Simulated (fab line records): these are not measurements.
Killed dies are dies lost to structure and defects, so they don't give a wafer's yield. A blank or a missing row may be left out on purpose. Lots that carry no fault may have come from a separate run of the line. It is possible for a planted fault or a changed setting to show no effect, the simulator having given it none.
fab line records	flow sky130
record: lots: 12	wafers: 33	last_day: 50
route steps=708 shown LDD_LDN@296 POLY_CUT@319 LOCAL_INTERCONNECT@400 METAL1@436
lots that met no fault: from a run of the same line without faults
start_h: hours from the record's opening day to when the first of the lot's shown wafers began	wait_h: time in hours since the lot's previous step	" unchanged from the row above	L1.1+2: several wafers, shown together as one row	- either no value or no given start	* or withheld: withheld	< > ~ a bound
route shown NAME@n: NAME is a module with steps in the file, n the number in the route of the first one	usual: average and standard deviation across the fault-free wafers	same: alike in all rows	chamber/n: place in a boat	sites: each site's reading	_std_site: standard deviation across them	_edge_site: the outer-site mean with the inner-site mean subtracted	radius_mm: for every site, how far away it sits from the centre of the wafer	mask NAME#n: copy n	behind: tool/chamber where the wafer was last shaped	hold: what put the lot on hold/how long, in hours/how the hold closed	device: the n, p or np transistor that did not switch	end of line: the tests these same wafers got at the end of their route	step lacking rows: just its recipe	killed: count of dies lost to structure and defects at first sort (not the wafer's yield)	map: a wafer's dies, marking killed ones x, the rest . and places with no die _
set.NAME: the setting that was run; set.NAME@STEP: the one run at that earlier step	model.NAME: the simulator's own value behind a step, which no gauge read
one table for each step of the route and one row for each wafer, over a sample of lots
services: the hour from which a tool's chamber was out of use, counted from the record's first day as start_h (under 0 if before that day), plus the number of hours and why
== steps ==
step: SKY_LDD_LDN_OVL_MEAS_07
usual: LDD_LDN_OVL: 0.8/1.4
lot.wafer	tool	chamber	start_h	wait_h	LDD_LDN_OVL[nm]
L247.3	overlay-02	-	541.32	0.1	1.2
L247.4	"	-	"	"	-0.6
L247.5	"	-	"	"	1.7
L248.1	overlay-01	-	549.08	0.1	1.6
L248.2	"	-	"	"	2.4
L248.5	"	-	"	"	2.9
L249.1	overlay-02	-	560.99	0.1	1.1
L249.3	"	-	"	"	1.0
L249.4	"	-	"	"	1.4
L250.3	overlay-01	-	570.11	0.1	0.8
L250.5	"	-	"	"	0.0
L250.6	"	-	"	"	1.5
L253.2	overlay-01	-	588.04	0.1	3.1
L253.3	"	-	"	"	1.8
L253.5	"	-	"	"	3.6
L254.2	overlay-02	-	602.51	0.1	1.4
L254.3	"	-	"	"	0.9
L254.6	"	-	"	"	1.5
L255.2	overlay-01	-	613.94	0.1	0.9
L255.3	"	-	"	"	-1.8
L255.5	"	-	"	"	-2.1
L259.3	overlay-01	-	648.36	0.1	1.4
L259.4	"	-	"	"	1.3
L260.1	overlay-02	-	655.85	0.1	1.3
L260.3	"	-	"	"	-0.9
L261.2	overlay-02	-	689.64	0.1	0.3
L261.4	"	-	"	"	-0.1
L267.2	overlay-01	-	713.09	0.1	0.3
L267.4	"	-	"	"	0.0
L267.5	"	-	"	"	0.0
L268.3	overlay-01	-	723.74	0.1	0.6
L268.5	"	-	"	"	1.4
L268.6	"	-	"	"	1.7
step: SKY_POLY_CUT_STRIP_12
recipe: chemistry: O2/N2	power_w: 1400	pressure_mtorr: 1500	platen_temp_c: withheld	o2_flow_sccm: 3000	n2_flow_sccm: 300	overash_fraction: 0.5
usual: drypump_motor_current_A: 5.47/0.12	oes_product_au: 0.452/0.0041	strip_time_to_endpoint_s: 5.355/0.017
lot.wafer	tool	chamber	start_h	wait_h	drypump_motor_current_A	oes_product_au	rf_hours_counter_h	strip_time_to_endpoint_s
L247.3	plasma_asher-02	1	574.32	0.1	5.51	0.453	-	5.359
L247.4	"	0	"	"	5.47	0.458	-	5.344
L247.5	"	1	"	"	5.51	0.451	-	5.350
L248.1	plasma_asher-04	1	581.49	0.0	5.40	0.458	86	5.384
L248.2	"	0	"	"	5.70	0.448	86	5.351
L248.5	"	1	"	"	5.40	0.452	-	5.359
L249.1	plasma_asher-01	0	593.29	0.0	5.48	0.458	17	5.370
L249.3	"	0	"	"	5.47	0.454	-	5.363
L249.4	"	1	"	"	5.24	0.448	-	5.363
L250.3	plasma_asher-02	1	601.85	0.1	5.53	0.451	-	5.331
L250.5	"	1	"	"	5.52	0.457	-	5.331
L250.6	"	0	"	"	5.48	0.459	-	5.335
L253.2	plasma_asher-02	1	619.52	0.0	5.55	0.446	48	5.352
L253.3	"	1	"	"	5.54	0.451	-	5.351
L253.5	"	0	"	"	5.45	0.449	-	5.362
L254.2	plasma_asher-02	0	635.74	0.0	5.51	0.456	49	5.351
L254.3	"	0	"	"	5.50	0.460	-	5.355
L254.6	"	0	"	"	5.47	0.457	-	5.371
L255.2	plasma_asher-01	0	646.59	0.0	5.48	0.448	22	5.346
L255.3	"	0	"	"	5.46	0.444	-	5.376
L255.5	"	1	"	"	5.24	0.454	-	5.394
L259.3	plasma_asher-04	1	679.27	0.1	5.40	0.449	-	5.360
L259.4	"	0	"	"	5.72	0.450	-	5.375
L260.1	plasma_asher-04	1	686.04	0.0	5.39	0.455	97	5.364
L260.3	"	0	"	"	5.70	0.456	-	5.361
L261.2	plasma_asher-01	0	721.14	0.0	5.47	0.455	29	5.360
L261.4	"	0	"	"	5.48	0.456	-	5.338
L267.2	plasma_asher-04	1	742.99	0.0	5.35	0.456	0	5.358
L267.4	"	1	"	"	5.37	0.454	-	5.353
L267.5	"	0	"	"	5.68	0.452	-	5.345
L268.3	plasma_asher-01	0	753.92	0.1	5.47	0.454	-	5.349
L268.5	"	1	"	"	5.19	0.448	-	5.323
L268.6	"	0	"	"	5.48	0.455	-	5.337
step: SKY_LOCAL_INTERCONNECT_ETCH_13
recipe: chemistry: N2/H2	target: BARC	ion_energy_ev: 200	bias_w: 100	pressure_mtorr: 30	n2_flow_sccm: 100	h2_flow_sccm: 200	icp_w: 500	stop_on: SiO2	time_s: 45.9	target_depth_a: 600
usual: drypump_motor_current_A: 5.6/0.32	h2_flow_sccm: 199.9/0.55	oes_product_au: 0.855/0.0044	run_length_s: 74.1/0.53	throttle_valve_pct: 13.224/0.0087
lot.wafer	tool	chamber	start_h	wait_h	drypump_motor_current_A	h2_flow_sccm	oes_product_au	rf_hours_counter_h	run_length_s	throttle_valve_pct
L247.3	rie_metal-03	0	720.18	0.0	6.0	200.2	0.847	-	73.6	13.230
L247.4	"	1	"	"	5.3	200.2	0.851	-	73.5	13.229
L247.5	"	1	"	"	5.3	199.8	0.855	-	73.6	13.235
L248.1	rie_metal-01	0	728.49	0.0	5.4	200.4	0.852	9	74.0	13.224
L248.2	"	1	"	"	6.0	200.7	0.858	4	74.6	13.227
L248.5	"	0	"	"	5.4	199.8	0.857	-	73.8	13.226
L249.1	rie_metal-01	0	739.50	0.0	5.3	199.5	0.855	9	74.2	13.210
L249.3	"	0	"	"	5.3	199.1	0.849	-	74.2	13.215
L249.4	"	1	"	"	6.0	200.7	0.850	-	74.8	13.231
L250.3	rie_metal-01	1	745.16	0.0	6.0	198.6	0.855	-	74.7	13.219
L250.5	"	0	"	"	5.4	199.7	0.864	-	74.3	13.229
L250.6	"	1	"	"	6.0	199.9	0.854	-	74.8	13.221
L253.2	rie_metal-04	1	762.95	0.0	5.2	200.4	0.856	2	73.6	13.235
L253.3	"	0	"	"	5.7	199.7	0.854	-	74.2	13.221
L253.5	"	1	"	"	5.2	200.3	0.850	-	73.5	13.215
L254.2	rie_metal-03	1	777.49	0.0	5.3	200.6	0.854	2	74.0	13.224
L254.3	"	1	"	"	5.3	199.6	0.855	-	73.5	13.234
L254.6	"	0	"	"	6.0	200.0	0.855	-	73.6	13.220
L255.2	rie_metal-03	0	786.20	0.0	6.0	199.9	0.858	6	73.9	13.208
L255.3	"	1	"	"	5.3	200.1	0.856	-	73.6	13.231
L255.5	"	1	"	"	5.3	200.3	0.851	-	73.6	13.211
L259.3	rie_metal-01	1	817.92	0.0	6.0	200.6	0.732	-	91.0	13.214
L259.4	"	0	"	"	5.4	201.0	0.858	-	74.1	13.237
L260.1	rie_metal-01	0	825.40	0.0	5.4	199.6	0.862	12	74.4	13.227
L260.3	"	0	"	"	5.4	199.3	0.735	-	90.4	13.200
L261.2	rie_metal-01	0	854.39	0.0	5.3	200.3	0.731	13	90.9	13.214
L261.4	"	0	"	"	5.4	200.2	0.852	-	73.9	13.222
L267.2	rie_metal-03	0	877.81	0.0	6.0	199.4	0.852	11	73.6	13.210
L267.4	"	0	"	"	6.0	200.9	0.853	-	73.8	13.232
L267.5	"	1	"	"	5.3	198.9	0.855	-	73.4	13.212
L268.3	rie_metal-03	1	886.81	0.0	5.3	200.0	0.858	-	73.7	13.211
L268.5	"	0	"	"	6.0	199.8	0.858	-	74.0	13.236
L268.6	"	1	"	"	5.3	199.8	0.853	-	73.6	13.227
step: SKY_LOCAL_INTERCONNECT_STRIP_15
recipe: chemistry: O2/N2	power_w: 1400	pressure_mtorr: 1500	platen_temp_c: withheld	o2_flow_sccm: 3000	n2_flow_sccm: 300	overash_fraction: 0.5
usual: drypump_motor_current_A: 5.52/0.21	oes_product_au: 0.427/0.0047	strip_time_to_endpoint_s: 4.726/0.028
lot.wafer	tool	chamber	start_h	wait_h	drypump_motor_current_A	oes_product_au	rf_hours_counter_h	strip_time_to_endpoint_s
L247.3	plasma_asher-01	0	720.30	0.1	5.45	0.429	-	4.695
L247.4	"	1	"	"	5.22	0.422	-	4.780
L247.5	"	0	"	"	5.47	0.428	-	4.712
L248.1	plasma_asher-03	0	728.60	0.0	5.44	0.429	93	4.721
L248.2	"	1	"	"	5.93	0.422	93	4.763
L248.5	"	1	"	"	5.96	0.422	-	4.757
L249.1	plasma_asher-02	0	739.61	0.0	5.46	0.427	60	4.722
L249.3	"	1	"	"	5.50	0.426	-	4.723
L249.4	"	0	"	"	5.48	0.433	-	4.781
L250.3	plasma_asher-03	1	745.29	0.1	5.98	0.431	-	4.726
L250.5	"	1	"	"	5.95	0.419	-	4.706
L250.6	"	0	"	"	5.42	0.429	-	4.745
L253.2	plasma_asher-02	0	763.06	0.0	5.47	0.428	63	4.735
L253.3	"	0	"	"	5.47	0.421	-	4.739
L253.5	"	1	"	"	5.54	0.424	-	4.744
L254.2	plasma_asher-03	0	777.60	0.0	5.43	0.425	98	4.700
L254.3	"	1	"	"	5.97	0.425	-	4.723
L254.6	"	1	"	"	5.94	0.425	-	4.688
L255.2	plasma_asher-01	0	786.31	0.0	5.49	0.431	36	4.696
L255.3	"	0	"	"	5.48	0.434	-	4.726
L255.5	"	0	"	"	5.47	0.428	-	4.749
L259.3	plasma_asher-01	1	818.05	0.1	5.24	0.429	-	4.623
L259.4	"	0	"	"	5.47	0.430	-	4.766
L260.1	plasma_asher-02	0	825.51	0.0	5.47	0.430	67	4.723
L260.3	"	0	"	"	5.49	0.418	-	4.546
L261.2	plasma_asher-02	0	854.50	0.0	5.49	0.421	70	4.535
L261.4	"	0	"	"	5.50	0.426	-	4.688
L267.2	plasma_asher-03	1	877.92	0.0	5.97	0.425	109	4.697
L267.4	"	0	"	"	5.43	0.430	-	4.703
L267.5	"	0	"	"	5.44	0.431	-	4.718
L268.3	plasma_asher-03	1	886.94	0.1	5.96	0.418	-	4.776
L268.5	"	0	"	"	5.43	0.428	-	4.714
L268.6	"	1	"	"	5.96	0.431	-	4.756
step: SKY_METAL1_SPUTTER_02
recipe: material: AlCu	target_thk_nm: 250	power_w: 10600	time_s: 13.3	chamber_pressure_pa: 0.4
usual: cathode_dc_power_W: 10600/1.9	throttle_valve_pct: 30.0/0.63
lot.wafer	tool	chamber	start_h	wait_h	cathode_dc_power_W	throttle_valve_pct
L247.3	pvd_sputter-04	-	750.41	0.0	10604	29.8
L247.4	"	-	"	"	10601	31.2
L247.5	"	-	"	"	10599	29.1
L248.1	pvd_sputter-04	-	759.26	0.0	10600	29.3
L248.2	"	-	"	"	10596	29.7
L248.5	"	-	"	"	10599	29.3
L249.1	pvd_sputter-02	-	769.58	0.0	10599	29.8
L249.3	"	-	"	"	10601	30.2
L249.4	"	-	"	"	10602	29.2
L250.3	pvd_sputter-04	-	774.54	0.0	10597	29.5
L250.5	"	-	"	"	10601	29.6
L250.6	"	-	"	"	10603	29.1
L253.2	pvd_sputter-01	-	792.44	0.0	10599	29.8
L253.3	"	-	"	"	10599	30.1
L253.5	"	-	"	"	10601	30.1
L254.2	pvd_sputter-01	-	806.88	0.0	10599	30.4
L254.3	"	-	"	"	10599	29.8
L254.6	"	-	"	"	10600	30.1
L255.2	pvd_sputter-02	-	815.24	0.0	10598	29.4
L255.3	"	-	"	"	10600	30.1
L255.5	"	-	"	"	10600	29.7
L259.3	pvd_sputter-02	-	846.74	0.0	10597	30.5
L259.4	"	-	"	"	10600	29.3
L260.1	pvd_sputter-01	-	853.27	0.0	10601	30.3
L260.3	"	-	"	"	10598	31.0
L261.2	pvd_sputter-02	-	882.94	0.0	10600	30.4
L261.4	"	-	"	"	10599	29.9
L267.2	pvd_sputter-04	-	906.22	0.0	10598	31.0
L267.4	"	-	"	"	10603	29.3
L267.5	"	-	"	"	10599	29.4
L268.3	pvd_sputter-02	-	914.63	0.0	10602	29.3
L268.5	"	-	"	"	10603	30.3
L268.6	"	-	"	"	10601	30.3
== services ==
tool	chamber	start_h	hours	kind
rie_metal-03	0	572.95	-	clean
plasma_asher-02	-	580.76	0.4	repair
rie_metal-03	-	587.67	0.8	repair
rie_metal-03	0	609.37	2.7	repair
plasma_asher-01	-	640.96	1.7	repair
rie_metal-01	0	661.34	11.9	repair
plasma_asher-01	-	664.20	0.3	repair
plasma_asher-01	-	676.96	2.5	repair
pvd_sputter-04	-	696.49	5.1	repair
plasma_asher-03	-	707.60	4.6	repair
pvd_sputter-01	-	720.75	5.1	repair
plasma_asher-04	-	733.75	9.0	pm
plasma_asher-03	-	734.95	2.8	pm
plasma_asher-04	-	755.20	0.5	repair
plasma_asher-02	-	783.97	15.6	pm
rie_metal-01	-	798.41	1.7	repair
plasma_asher-04	-	823.87	14.6	pm
plasma_asher-02	-	827.59	2.8	pm
rie_metal-04	0	831.62	8.0	repair
pvd_sputter-02	-	842.70	1.3	repair
rie_metal-01	-	843.10	0.1	repair
plasma_asher-01	-	854.19	14.6	pm
rie_metal-04	-	860.55	1.4	pm
pvd_sputter-01	-	887.25	4.3	repair
== key ==
first_sign: step: SKY_LOCAL_INTERCONNECT_ETCH_13	reading: run_length_s	direction: up	sigmas: 31	usual: *	struck: *
effect: step: SKY_LOCAL_INTERCONNECT_ETCH_13	reading: oes_product_au	direction: down	sigmas: 28	usual: 0.855	struck: 0.733
effect: step: SKY_LOCAL_INTERCONNECT_STRIP_15	reading: strip_time_to_endpoint_s	direction: down	sigmas: 5.6	usual: *	struck: *
met_at SKY_LOCAL_INTERCONNECT_ETCH_13
struck_lots L259,L260,L261
struck_wafers L259.3,L260.3,L261.2
tester_left_out L259,L260,L261
not_acting_at SKY_LDD_LDN_OVL_MEAS_07,SKY_POLY_CUT_STRIP_12,SKY_METAL1_SPUTTER_02
onset_between 745.16 817.92
fault: kind: process_parameter_drift	tool: rie_metal-01	chamber: -	onset_h: 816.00	steps: SKY_LOCAL_INTERCONNECT_ETCH_13	channel: time_s	offset: *	shape: step	end_h: 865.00	scope: struck_wafers_only	acts_in: *	stated: *
tester_left_out: of these lots the tester's yield and bins aren't shown, on N5 and GAA mostly nor the transistor test; their killed dies are dies lost to structure and defects alone, not to doping, threshold or leakage, so they don't give the yield
